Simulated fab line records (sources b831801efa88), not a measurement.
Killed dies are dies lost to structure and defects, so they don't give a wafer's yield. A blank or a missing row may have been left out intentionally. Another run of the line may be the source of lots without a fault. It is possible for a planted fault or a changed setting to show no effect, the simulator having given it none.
Which tool did it? :: flow gf180mcu :: 36 wafers from 12 lots sampled at 5 of the route's 602 steps

## WHAT THE GAUGES SHOWED, per wafer
GF_M1_THK_MEAS_06: measures by xrf.
lot: L636
measured: day 16 02:51
on: filmMetro-03
M1_ALCU_THK (nm): 436 442 440

lot: L637
measured: day 16 08:44
on: filmMetro-03
M1_ALCU_THK (nm): 450 439 448

lot: L641
measured: day 18 00:13
on: filmMetro-02
M1_ALCU_THK (nm): 443 438 443

lot: L642
measured: day 18 10:52
on: filmMetro-03
M1_ALCU_THK (nm): 440 437 441

lot: L644
measured: day 19 04:00
on: filmMetro-01
M1_ALCU_THK (nm): 447 447 444

lot: L645
measured: day 19 09:40
on: filmMetro-03
M1_ALCU_THK (nm): 438 437 435

lot: L648
measured: day 20 13:53
on: filmMetro-02
M1_ALCU_THK (nm): 444 442 448

lot: L651
measured: day 21 19:54
on: filmMetro-01
M1_ALCU_THK (nm): 438 435 438

lot: L653
measured: day 22 09:55
on: filmMetro-02
M1_ALCU_THK (nm): 441 438 441

lot: L654
measured: day 22 18:31
on: filmMetro-03
M1_ALCU_THK (nm): 438 438 438

lot: L658
measured: day 24 01:46
on: filmMetro-02
M1_ALCU_THK (nm): 429 434 433

lot: L659
measured: day 24 12:12
on: filmMetro-02
M1_ALCU_THK (nm): 440 440 440

GF_M1_CD_MEAS_14 targets a cd of 230 nm.
lot: L636
measured: day 17 01:01
on: cdSem-02
cdNm (nm): 229.1 229.1 228.8

lot: L637
measured: day 17 07:17
on: cdSem-02
cdNm (nm): 230.1 229.7 229.2

lot: L641
measured: day 19 00:13
on: cdSem-01
cdNm (nm): 230.2 230.3 230.0

lot: L642
measured: day 19 10:55
on: cdSem-01
cdNm (nm): 229.7 229.3 229.0

lot: L644
measured: day 20 03:52
on: cdSem-02
cdNm (nm): 231.3 230.7 230.6

lot: L645
measured: day 20 09:40
on: cdSem-01
cdNm (nm): 229.8 230.2 230.1

lot: L648
measured: day 21 13:36
on: cdSem-01
cdNm (nm): 230.9 230.7 230.2

lot: L651
measured: day 22 19:45
on: cdSem-01
cdNm (nm): 196.3 198.0 186.6 196.5 198.2 186.5

lot: L653
measured: day 23 09:04
on: cdSem-02
cdNm (nm): 228.2 228.6 229.8

lot: L654
measured: day 23 16:53
on: cdSem-02
cdNm (nm): 229.0 228.4 229.8

lot: L658
measured: day 25 00:27
on: cdSem-02
cdNm (nm): 229.8 228.1 229.2

lot: L659
measured: day 25 10:18
on: cdSem-02
cdNm (nm): 230.1 229.4 229.3

## WHICH TOOL RAN EACH LOT (tool, then ch and the chambers of the sampled wafers, then the start)
lot: L636
GF_CONTACT_SPUTTER_22: pvdSputter-04, day 16 01:49
GF_CONTACT_CMP_27: cmp-01 ch 1,2,3, day 16 02:15
GF_M1_EXPOSE_11: krfScanner-02 ch 0, day 16 14:07

lot: L637
GF_CONTACT_SPUTTER_22: pvdSputter-04, day 16 07:43
GF_CONTACT_CMP_27: cmp-01 ch 1,2,3, day 16 08:05
GF_M1_EXPOSE_11: krfScanner-02 ch 0, day 16 19:51

lot: L641
GF_CONTACT_SPUTTER_22: pvdSputter-01, day 17 23:11
GF_CONTACT_CMP_27: cmp-01 ch 0,1,2, day 17 23:37
GF_M1_EXPOSE_11: krfScanner-02 ch 0, day 18 12:01

lot: L642
GF_CONTACT_SPUTTER_22: pvdSputter-04, day 18 09:49
GF_CONTACT_CMP_27: cmp-01 ch 2,3, day 18 10:12
GF_M1_EXPOSE_11: krfScanner-01 ch 0, day 18 23:21

lot: L644
GF_CONTACT_SPUTTER_22: pvdSputter-01, day 19 02:58
GF_CONTACT_CMP_27: cmp-02 ch 1,2, day 19 03:20
GF_M1_EXPOSE_11: krfScanner-02 ch 0, day 19 15:44

lot: L645
GF_CONTACT_SPUTTER_22: pvdSputter-02, day 19 08:38
GF_CONTACT_CMP_27: cmp-01 ch 0,1,2, day 19 09:04
GF_M1_EXPOSE_11: krfScanner-01 ch 0, day 19 22:08

lot: L648
GF_CONTACT_SPUTTER_22: pvdSputter-04, day 20 12:52
GF_CONTACT_CMP_27: cmp-02 ch 0,2,3, day 20 13:18
GF_M1_EXPOSE_11: krfScanner-02 ch 0, day 21 02:11

lot: L651
GF_CONTACT_SPUTTER_22: pvdSputter-02, day 21 18:40
GF_CONTACT_CMP_27: cmp-01 ch 0,1,3, day 21 19:19
GF_M1_EXPOSE_11: krfScanner-01 ch 0, day 22 07:51

lot: L653
GF_CONTACT_SPUTTER_22: pvdSputter-04, day 22 08:52
GF_CONTACT_CMP_27: cmp-01 ch 0,2,3, day 22 09:15
GF_M1_EXPOSE_11: krfScanner-02 ch 0, day 22 21:58

lot: L654
GF_CONTACT_SPUTTER_22: pvdSputter-02, day 22 17:30
GF_CONTACT_CMP_27: cmp-01 ch 0,2,3, day 22 17:53
GF_M1_EXPOSE_11: krfScanner-02 ch 0, day 23 06:09

lot: L658
GF_CONTACT_SPUTTER_22: pvdSputter-02, day 24 00:45
GF_CONTACT_CMP_27: cmp-01 ch 0,2,3, day 24 01:08
GF_M1_EXPOSE_11: krfScanner-01 ch 0, day 24 13:14

lot: L659
GF_CONTACT_SPUTTER_22: pvdSputter-01, day 24 11:11
GF_CONTACT_CMP_27: cmp-01 ch 1,2, day 24 11:34
GF_M1_EXPOSE_11: krfScanner-01 ch 0, day 24 23:45
- GF_CONTACT_SPUTTER_22: material Ti, target thk 15 nm, time 80.02 s.
- GF_CONTACT_CMP_27: polishes, stops on SiO2, t overpolish 15 s, target thk 0 nm.
- GF_M1_EXPOSE_11: exposes mask Metal1, target cd 230 nm.

## AS READ BY THE TOOLS THEMSELVES (means over the sampled wafers that have a number; for cases with no such wafer, the mark the record gives instead)
GF_CONTACT_SPUTTER_22.
lot: L636
tool: pvdSputter-04
throttleValvePct (%): 30.8

lot: L637
tool: pvdSputter-04
throttleValvePct (%): 30.2

lot: L641
tool: pvdSputter-01
throttleValvePct (%): 30.3

lot: L642
tool: pvdSputter-04
throttleValvePct (%): 29.8

lot: L644
tool: pvdSputter-01
throttleValvePct (%): 29.9

lot: L645
tool: pvdSputter-02
throttleValvePct (%): 30.4

lot: L648
tool: pvdSputter-04
throttleValvePct (%): 30.4

lot: L651
tool: pvdSputter-02
throttleValvePct (%): 31.0

lot: L653
tool: pvdSputter-04
throttleValvePct (%): 30.7

lot: L654
tool: pvdSputter-02
throttleValvePct (%): 30.6

lot: L658
tool: pvdSputter-02
throttleValvePct (%): 30.3

lot: L659
tool: pvdSputter-01
throttleValvePct (%): 29.5

GF_CONTACT_CMP_27.
lot: L636
tool: cmp-01
motorCurrentA (A): 10.5
overpolishRunS (s): 15.001
slurryFlowMlMin: 150.1
timeToEndpointS (s): 72

lot: L637
tool: cmp-01
motorCurrentA (A): 10.4
overpolishRunS (s): 15.005
slurryFlowMlMin: 150.1
timeToEndpointS (s): 72

lot: L641
tool: cmp-01
motorCurrentA (A): 9.9
overpolishRunS (s): 14.998
slurryFlowMlMin: 150.1
timeToEndpointS (s): 75

lot: L642
tool: cmp-01
motorCurrentA (A): 9.8
overpolishRunS (s): 15.000
slurryFlowMlMin: 149.9
timeToEndpointS (s): 70

lot: L644
tool: cmp-02
motorCurrentA (A): 9.8
overpolishRunS (s): 14.995
slurryFlowMlMin: 149.8
timeToEndpointS (s): 71

lot: L645
tool: cmp-01
motorCurrentA (A): 10.2
overpolishRunS (s): 15.000
slurryFlowMlMin: 150.0
timeToEndpointS (s): 71

lot: L648
tool: cmp-02
motorCurrentA (A): 10.2
overpolishRunS (s): 14.996
slurryFlowMlMin: 149.6
timeToEndpointS (s): 71

lot: L651
tool: cmp-01
motorCurrentA (A): 10.0
overpolishRunS (s): 15.006
slurryFlowMlMin: 149.4
timeToEndpointS (s): 73

lot: L653
tool: cmp-01
motorCurrentA (A): 9.6
overpolishRunS (s): 15.003
slurryFlowMlMin: 150.0
timeToEndpointS (s): 67

lot: L654
tool: cmp-01
motorCurrentA (A): 9.7
overpolishRunS (s): 15.007
slurryFlowMlMin: 149.8
timeToEndpointS (s): 68

lot: L658
tool: cmp-01
motorCurrentA (A): 9.8
overpolishRunS (s): 15.009
slurryFlowMlMin: 150.1
timeToEndpointS (s): 72

lot: L659
tool: cmp-01
motorCurrentA (A): 10.6
overpolishRunS (s): 15.001
slurryFlowMlMin: 150.0
timeToEndpointS (s): 76

GF_M1_EXPOSE_11.
lot: L636
tool: krfScanner-02
exposureDoseMJCm2: 27.978

lot: L637
tool: krfScanner-02
exposureDoseMJCm2: 27.946

lot: L641
tool: krfScanner-02
exposureDoseMJCm2: 27.983

lot: L642
tool: krfScanner-01
exposureDoseMJCm2: 27.973

lot: L644
tool: krfScanner-02
exposureDoseMJCm2: 27.959

lot: L645
tool: krfScanner-01
exposureDoseMJCm2: 27.989

lot: L648
tool: krfScanner-02
exposureDoseMJCm2: 27.980

lot: L651
tool: krfScanner-01
exposureDoseMJCm2: 26.494

lot: L653
tool: krfScanner-02
exposureDoseMJCm2: 27.935

lot: L654
tool: krfScanner-02
exposureDoseMJCm2: 27.966

lot: L658
tool: krfScanner-01
exposureDoseMJCm2: 27.925

lot: L659
tool: krfScanner-01
exposureDoseMJCm2: 27.957

## THE ANSWER, worked out from the rows above alone
Rule: the lots themselves supply what counts as usual. Put in order of their means at a reading, lots are off if they are a third of the lots or fewer, leave a main group of 4 or more, and stand apart from it by a gap of 3 or more times the standard deviation of the main group's means; of several such gaps the widest counts. A main group whose means are all the same, to the digits that the tables above print for the reading, isn't used. Also off: a lot with no number at a reading for which 4 or more lots have one. The other lots that the step has rows for count as sound. The gauges are gone through in route order, then the tools' own readings, and for those a lot's mean is taken as printed above. At the first step where some lot is off, the reading lying furthest off is the one used; lots without a number count as furthest.
Off: L651, at GF_M1_CD_MEAS_14 (cdNm). The main group has a mean of 229.7 nm with a standard deviation of 0.65.
A tool fits if, at a process step before that reading, it ran every lot that is off, and no sound lot after the first of them. The gauges at GF_M1_CD_MEAS_14 aren't tried: what is off there is off at GF_M1_EXPOSE_11 too, on other tools, and a gauge's error can't cause that. No candidate that was tried fits.

## WHAT WAS PUT IN BY THE SIMULATOR
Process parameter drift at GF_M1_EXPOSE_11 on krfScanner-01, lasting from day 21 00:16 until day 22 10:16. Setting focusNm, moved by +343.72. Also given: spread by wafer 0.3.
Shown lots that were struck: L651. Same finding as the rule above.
